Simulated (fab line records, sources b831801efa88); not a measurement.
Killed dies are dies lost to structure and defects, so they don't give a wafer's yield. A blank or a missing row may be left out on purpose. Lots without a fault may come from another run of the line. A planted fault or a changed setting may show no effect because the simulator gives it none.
Tool commonality check | flow gf180mcu | 8 lots, 30 wafers sampled

WHY IT WAS OPENED
At GF_DUAL_GATE_OVL_MEAS_11 the reading DUAL_GATE_OVL is flagged on 2 of 8 lots. Wafers without a fault read -0.3 nm, standard deviation 1.4.
Rule: a lot is flagged when every wafer of it that has a number lies more than 4 standard deviations from that mean, or none has a number. The other lots count as sound.

lot  | measured     | on         | DUAL_GATE_OVL (nm), wafer by wafer | flag
L945 | day 8 09:08  | overlay-01 | 2.0 3.1 2.4                        |
L946 | day 8 14:26  | overlay-02 | -0.6 -1.5 -2.2                     |
L947 | day 8 20:14  | overlay-02 | 1.7 -0.7 -0.1                      |
L948 | day 9 02:29  | overlay-02 | -0.2 -0.9 0.6                      |
L956 | day 11 11:44 | overlay-02 | 8.9 7.6 6.8 8.9 7.9 6.6            | FLAGGED
L957 | day 11 17:42 | overlay-02 | 8.6 6.6 8.2 8.3 6.9 8.4            | FLAGGED
L958 | day 12 00:43 | overlay-01 | 1.6 -0.7 -0.5                      |
L960 | day 12 14:56 | overlay-02 | -0.8 -1.6 -0.4                     |
The numbers of the flagged lots are 7.8 nm on average: +8.1 nm against the usual, or +6 standard deviations.

WHICH TOOL RAN EACH LOT
The record holds 2 process steps before the reading, out of a route of 602 steps. In each cell: the tool, then ch and the chambers that the sampled wafers went through, then the start.
lot  | flag    | GF_NWELL_STRIP_10                   | GF_DUAL_GATE_EXPOSE_08
L945 |         | plasma_asher-02 ch 0,1, day 3 09:31 | iline_stepper-02 ch 0, day 8 01:07
L946 |         | plasma_asher-01 ch 0,1, day 3 12:49 | iline_stepper-02 ch 0, day 8 06:02
L947 |         | plasma_asher-03 ch 0,1, day 3 18:07 | iline_stepper-02 ch 0, day 8 11:53
L948 |         | plasma_asher-03 ch 0,1, day 4 00:06 | iline_stepper-02 ch 0, day 8 18:05
L956 | FLAGGED | plasma_asher-02 ch 0,1, day 5 20:48 | iline_stepper-01 ch 0, day 11 02:19
L957 | FLAGGED | plasma_asher-01 ch 0,1, day 6 00:54 | iline_stepper-01 ch 0, day 11 08:17
L958 |         | plasma_asher-02 ch 0, day 6 05:31   | iline_stepper-02 ch 0, day 11 15:40
L960 |         | plasma_asher-02 ch 0,1, day 6 16:55 | iline_stepper-02 ch 0, day 12 05:29
What these steps do:
- GF_NWELL_STRIP_10: strips in O2/N2.
- GF_DUAL_GATE_EXPOSE_08: exposes mask Dualgate, target cd 700 nm.
- GF_DUAL_GATE_OVL_MEAS_11

FLAGGED OVER TOTAL, TOOL BY TOOL (the gauges that took the reading come last)
step                     | tool             | lots run | flagged | share of the flagged lots | sound lots run after its first flagged lot
GF_NWELL_STRIP_10        | plasma_asher-01  | 2        | 1       | some                      | 0
GF_NWELL_STRIP_10        | plasma_asher-02  | 4        | 1       | some                      | 2 (L958,L960)
GF_NWELL_STRIP_10        | plasma_asher-03  | 2        | 0       | none                      | -
GF_DUAL_GATE_EXPOSE_08   | iline_stepper-01 | 2        | 2       | all                       | 0
GF_DUAL_GATE_EXPOSE_08   | iline_stepper-02 | 6        | 0       | none                      | -
GF_DUAL_GATE_OVL_MEAS_11 | overlay-01       | 2        | 0       | none                      | -
GF_DUAL_GATE_OVL_MEAS_11 | overlay-02       | 6        | 2       | all                       | 1 (L960)

WHAT THE TABLE ALLOWS
2 rows of the table ran every flagged lot: iline_stepper-01 at GF_DUAL_GATE_EXPOSE_08, overlay-02 at GF_DUAL_GATE_OVL_MEAS_11.
- iline_stepper-01 at GF_DUAL_GATE_EXPOSE_08: 2 of its 2 lots flagged. It ran no sound lot before its first flagged lot in this sample, so the start can't be narrowed down.
- overlay-02 at GF_DUAL_GATE_OVL_MEAS_11: 2 of its 6 lots flagged. Sound lots ran on it after the first flagged one (L960), which a lasting fault on the whole tool wouldn't allow.
One tool is left: iline_stepper-01 at GF_DUAL_GATE_EXPOSE_08.

WHAT THE SIMULATOR HAD PUT IN
Scanner matching overlay: iline_stepper-01, from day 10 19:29 on, at GF_DUAL_GATE_EXPOSE_08. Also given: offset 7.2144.
Lots struck among those shown: L956, L957. The rule above found the same.
